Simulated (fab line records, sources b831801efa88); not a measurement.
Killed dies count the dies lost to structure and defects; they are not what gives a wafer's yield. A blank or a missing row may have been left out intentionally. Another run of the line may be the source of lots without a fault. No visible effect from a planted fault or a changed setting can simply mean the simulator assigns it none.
What tool caused it? :: flow sfq-line :: 14 lots with 42 wafers sampled at 3 steps, on a route of 325 steps

== WHAT THE GAUGES SHOWED, per wafer ==
SFQ_R5_RS_MEAS_933: a four-point-probe measurement. Usual: R5_MONX_RS typically reads 7.07 ohm/sq, with standard deviation 0.067.
lot: L674
measured: day 47 14:35
on: film-metro-02
R5_MONX_RS (ohm/sq): 7.15 7.15 7.18
flag: 

lot: L677
measured: day 53 00:40
on: film-metro-04
R5_MONX_RS (ohm/sq): 7.22 7.18 7.20
flag: 

lot: L678
measured: day 53 11:49
on: film-metro-02
R5_MONX_RS (ohm/sq): 7.08 7.08 7.10
flag: 

lot: L679
measured: day 53 21:48
on: film-metro-02
R5_MONX_RS (ohm/sq): 7.00 7.06 7.02
flag: 

lot: L685
measured: day 57 10:53
on: film-metro-04
R5_MONX_RS (ohm/sq): 6.99 7.01 7.02
flag: 

lot: L686
measured: day 57 12:52
on: film-metro-01
R5_MONX_RS (ohm/sq): 7.00 7.05 7.02
flag: 

lot: L687
measured: day 58 04:52
on: film-metro-02
R5_MONX_RS (ohm/sq): 7.14 7.14 7.18
flag: 

lot: L688
measured: day 58 11:10
on: film-metro-04
R5_MONX_RS (ohm/sq): 7.16 7.10 7.03
flag: 

lot: L689
measured: day 58 17:11
on: film-metro-04
R5_MONX_RS (ohm/sq): 7.12 7.07 7.06
flag: 

lot: L691
measured: day 58 23:12
on: film-metro-04
R5_MONX_RS (ohm/sq): 7.06 7.16 7.09
flag: 

lot: L692
measured: day 59 05:10
on: film-metro-04
R5_MONX_RS (ohm/sq): 7.08 7.09 7.05
flag: 

lot: L694
measured: day 59 16:36
on: film-metro-02
R5_MONX_RS (ohm/sq): 6.98 6.97 7.03
flag: 

lot: L695
measured: day 59 19:35
on: film-metro-01
R5_MONX_RS (ohm/sq): 7.11 7.18 7.10
flag: 

lot: L696
measured: day 59 20:10
on: film-metro-04
R5_MONX_RS (ohm/sq): 7.00 7.05 7.06
flag: 

SFQ_R5_THK_MEAS_934: measures by xrf. Usual: R5_MONX_THK typically reads 39.7 nm, with standard deviation 0.43.
lot: L674
measured: day 47 14:41
on: film-metro-02
R5_MONX_THK (nm): 39.5 39.3 39.2
flag: 

lot: L677
measured: day 53 00:47
on: film-metro-04
R5_MONX_THK (nm): 38.9 38.9 38.9
flag: 

lot: L678
measured: day 53 11:56
on: film-metro-02
R5_MONX_THK (nm): 39.7 39.6 39.4
flag: 

lot: L679
measured: day 53 21:55
on: film-metro-02
R5_MONX_THK (nm): 40.1 39.6 40.0
flag: 

lot: L685
measured: day 57 10:59
on: film-metro-04
R5_MONX_THK (nm): 40.2 40.0 40.0
flag: 

lot: L686
measured: day 57 12:59
on: film-metro-01
R5_MONX_THK (nm): 39.9 39.9 39.9
flag: 

lot: L687
measured: day 58 04:59
on: film-metro-02
R5_MONX_THK (nm): 39.0 39.5 39.2
flag: 

lot: L688
measured: day 58 11:17
on: film-metro-04
R5_MONX_THK (nm): 39.4 39.5 39.9
flag: 

lot: L689
measured: day 58 17:17
on: film-metro-04
R5_MONX_THK (nm): 39.3 39.8 39.4
flag: 

lot: L691
measured: day 58 23:18
on: film-metro-04
R5_MONX_THK (nm): 39.6 39.2 39.3
flag: 

lot: L692
measured: day 59 05:17
on: film-metro-04
R5_MONX_THK (nm): 39.8 39.7 39.9
flag: 

lot: L694
measured: day 59 16:42
on: film-metro-02
R5_MONX_THK (nm): 40.3 40.3 40.2
flag: 

lot: L695
measured: day 59 19:41
on: film-metro-01
R5_MONX_THK (nm): 39.0 38.6 38.9
flag: 

lot: L696
measured: day 59 20:17
on: film-metro-04
R5_MONX_THK (nm): 40.2 39.8 39.6
flag: 

== WHAT TOOL EACH LOT RAN ON (gives the tool, then ch and the chambers of the sampled wafers, and finally the start) ==
lot: L674
SFQ_TRILAYER_M4_ETCH_METAL_ETCH_096: rie-metal-02 ch 0,1, day 27 23:05

lot: L677
SFQ_TRILAYER_M4_ETCH_METAL_ETCH_096: rie-metal-02 ch 0,1, day 34 10:07

lot: L678
SFQ_TRILAYER_M4_ETCH_METAL_ETCH_096: rie-metal-01 ch 0,1, day 34 16:37

lot: L679
SFQ_TRILAYER_M4_ETCH_METAL_ETCH_096: rie-metal-01 ch 0,1, day 35 04:56

lot: L685
SFQ_TRILAYER_M4_ETCH_METAL_ETCH_096: rie-metal-04 ch 0,1, day 38 23:08

lot: L686
SFQ_TRILAYER_M4_ETCH_METAL_ETCH_096: rie-metal-02 ch 0, day 39 02:32

lot: L687
SFQ_TRILAYER_M4_ETCH_METAL_ETCH_096: rie-metal-04 ch 0,1, day 39 07:20

lot: L688
SFQ_TRILAYER_M4_ETCH_METAL_ETCH_096: rie-metal-04 ch 1, day 39 16:56

lot: L689
SFQ_TRILAYER_M4_ETCH_METAL_ETCH_096: rie-metal-01 ch 0, day 45 08:23

lot: L691
SFQ_TRILAYER_M4_ETCH_METAL_ETCH_096: rie-metal-01 ch 0,1, day 46 04:49

lot: L692
SFQ_TRILAYER_M4_ETCH_METAL_ETCH_096: rie-metal-02 ch 0,1, day 46 16:47

lot: L694
SFQ_TRILAYER_M4_ETCH_METAL_ETCH_096: rie-metal-01 ch 0,1, day 47 12:01

lot: L695
SFQ_TRILAYER_M4_ETCH_METAL_ETCH_096: rie-metal-04 ch 0,1, day 47 16:47

lot: L696
SFQ_TRILAYER_M4_ETCH_METAL_ETCH_096: rie-metal-02 ch 0,1, day 47 20:23
- SFQ_TRILAYER_M4_ETCH_METAL_ETCH_096: etches Nb in Cl2/Ar, stops on SiO2, target depth 240 nm, time 120 s.

== AS READ BY THE TOOLS THEMSELVES (means over the sampled wafers that have a number; for cases with no such wafer, the mark the record gives instead) ==
SFQ_TRILAYER_M4_ETCH_METAL_ETCH_096. Usual: drypump-motor-current-A 5.30 A, standard deviation 0.16; oes-product-au 0.894 a.u., standard deviation 0.0058; rf-fwd-power-W 596.7 W, standard deviation 2.2.
lot: L674
tool: rie-metal-02
drypump-motor-current-A (A): 5.26
oes-product-au (a.u.): 0.886
rf-fwd-power-W (W): 595.4
flag: 

lot: L677
tool: rie-metal-02
drypump-motor-current-A (A): 5.29
oes-product-au (a.u.): 0.899
rf-fwd-power-W (W): 598.1
flag: 

lot: L678
tool: rie-metal-01
drypump-motor-current-A (A): 5.49
oes-product-au (a.u.): 0.887
rf-fwd-power-W (W): 599.5
flag: 

lot: L679
tool: rie-metal-01
drypump-motor-current-A (A): 5.47
oes-product-au (a.u.): 0.888
rf-fwd-power-W (W): 598.9
flag: 

lot: L685
tool: rie-metal-04
drypump-motor-current-A (A): 5.19
oes-product-au (a.u.): 0.896
rf-fwd-power-W (W): 597.9
flag: 

lot: L686
tool: rie-metal-02
drypump-motor-current-A (A): 5.28
oes-product-au (a.u.): 0.893
rf-fwd-power-W (W): 595.8
flag: 

lot: L687
tool: rie-metal-04
drypump-motor-current-A (A): 5.14
oes-product-au (a.u.): 0.903
rf-fwd-power-W (W): 597.4
flag: 

lot: L688
tool: rie-metal-04
drypump-motor-current-A (A): 5.48
oes-product-au (a.u.): 0.894
rf-fwd-power-W (W): 595.9
flag: 

lot: L689
tool: rie-metal-01
drypump-motor-current-A (A): 5.20
oes-product-au (a.u.): 0.888
rf-fwd-power-W (W): 598.8
flag: 

lot: L691
tool: rie-metal-01
drypump-motor-current-A (A): 5.48
oes-product-au (a.u.): 0.896
rf-fwd-power-W (W): 600.6
flag: 

lot: L692
tool: rie-metal-02
drypump-motor-current-A (A): 5.29
oes-product-au (a.u.): 0.897
rf-fwd-power-W (W): 595.5
flag: 

lot: L694
tool: rie-metal-01
drypump-motor-current-A (A): 5.34
oes-product-au (a.u.): 0.894
rf-fwd-power-W (W): 596.7
flag: 

lot: L695
tool: rie-metal-04
drypump-motor-current-A (A): 5.18
oes-product-au (a.u.): 0.900
rf-fwd-power-W (W): 597.6
flag: 

lot: L696
tool: rie-metal-02
drypump-motor-current-A (A): 5.27
oes-product-au (a.u.): 0.891
rf-fwd-power-W (W): 596.3
flag: 

== THE ANSWER, worked out from the rows above alone ==
Rule: a lot is off if the mean of its wafers that have a number lies more than 3 standard deviations from the usual mean. Also off: a lot with no number at a reading for which 4 or more lots have one. Any other lot the step has rows for is counted as sound. After the gauges, taken in route order, come the tools' own readings; for these a lot's mean is taken, as printed above. The first step at which some lot is off is used, and at that step the reading that is off furthest; a lot without a number counts as furthest.
Across all readings shown, no lot is off: no conclusion can be drawn from this.

== WHAT WAS PUT IN BY THE SIMULATOR ==
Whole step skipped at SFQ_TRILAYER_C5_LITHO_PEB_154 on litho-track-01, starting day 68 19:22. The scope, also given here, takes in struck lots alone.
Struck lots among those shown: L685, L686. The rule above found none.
